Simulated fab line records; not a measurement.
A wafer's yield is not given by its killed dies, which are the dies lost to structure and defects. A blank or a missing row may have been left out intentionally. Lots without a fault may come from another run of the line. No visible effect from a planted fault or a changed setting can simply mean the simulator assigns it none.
The same fault as seen by 2 desks + flow gf180mcu + each desk holds nothing but its own numbers, with what lay behind them at the end

AT THE TOOL OWNER'S DESK: litho-track-04
The tool's own readings at GF_DUAL_GATE_DEVELOP_10 (develop time 60 s): means of the sampled wafers that have a number, for each lot that ran on this tool. Any lot whose mean is over 4 standard deviations away from the usual mean is out of limits and marked OUT; that distance is given in the brackets.
Columns: A = chill-plate-temp-C at GF_DUAL_GATE_DEVELOP_10, usual 23.02 C
| lot  | first seen here | A     |
|------|-----------------|-------|
| L894 | day 8 15:43     | 23.18 |
| L895 | day 9 01:34     | 22.89 |
| L898 | day 9 18:04     | 23.02 |
| L900 | day 10 05:04    | 23.08 |
| L901 | day 10 17:15    | 23.12 |
| L904 | day 11 13:42    | 22.90 |
| L905 | day 11 18:54    | 22.98 |
| L916 | day 14 23:15    | 23.14 |
Finding of this desk: none of the 8 lots has anything out of limits.

FROM THE METROLOGY DESK
Lot by lot, what the gauges showed, no matter which tool ran the lot: averages of those sampled wafers that carry a number. Any lot whose mean is over 4 standard deviations away from the usual mean is out of limits and marked OUT; that distance is given in the brackets.
Columns: A = V5_BOW at GF_V5_BOW_MEAS_05, usual 132 um
| lot  | first seen here | A   |
|------|-----------------|-----|
| L893 | day 26 16:59    | 119 |
| L894 | day 27 02:41    | 131 |
| L895 | day 27 06:14    | 128 |
| L896 | day 27 14:59    | 131 |
| L898 | day 28 04:54    | 144 |
| L900 | day 28 15:24    | 123 |
| L902 | day 29 08:25    | 130 |
| L910 | day 31 12:17    | 140 |
| L912 | day 32 02:20    | 135 |
| L914 | day 32 09:28    | 133 |
| L916 | day 32 21:40    | 132 |
Finding of this desk: none of the 11 lots has anything out of limits.

ALL TOGETHER
The tool owner's desk saw nothing out of limits.
From the metrology desk's view, nothing was out of limits.

WHAT HAD BEEN PUT IN BY THE SIMULATOR
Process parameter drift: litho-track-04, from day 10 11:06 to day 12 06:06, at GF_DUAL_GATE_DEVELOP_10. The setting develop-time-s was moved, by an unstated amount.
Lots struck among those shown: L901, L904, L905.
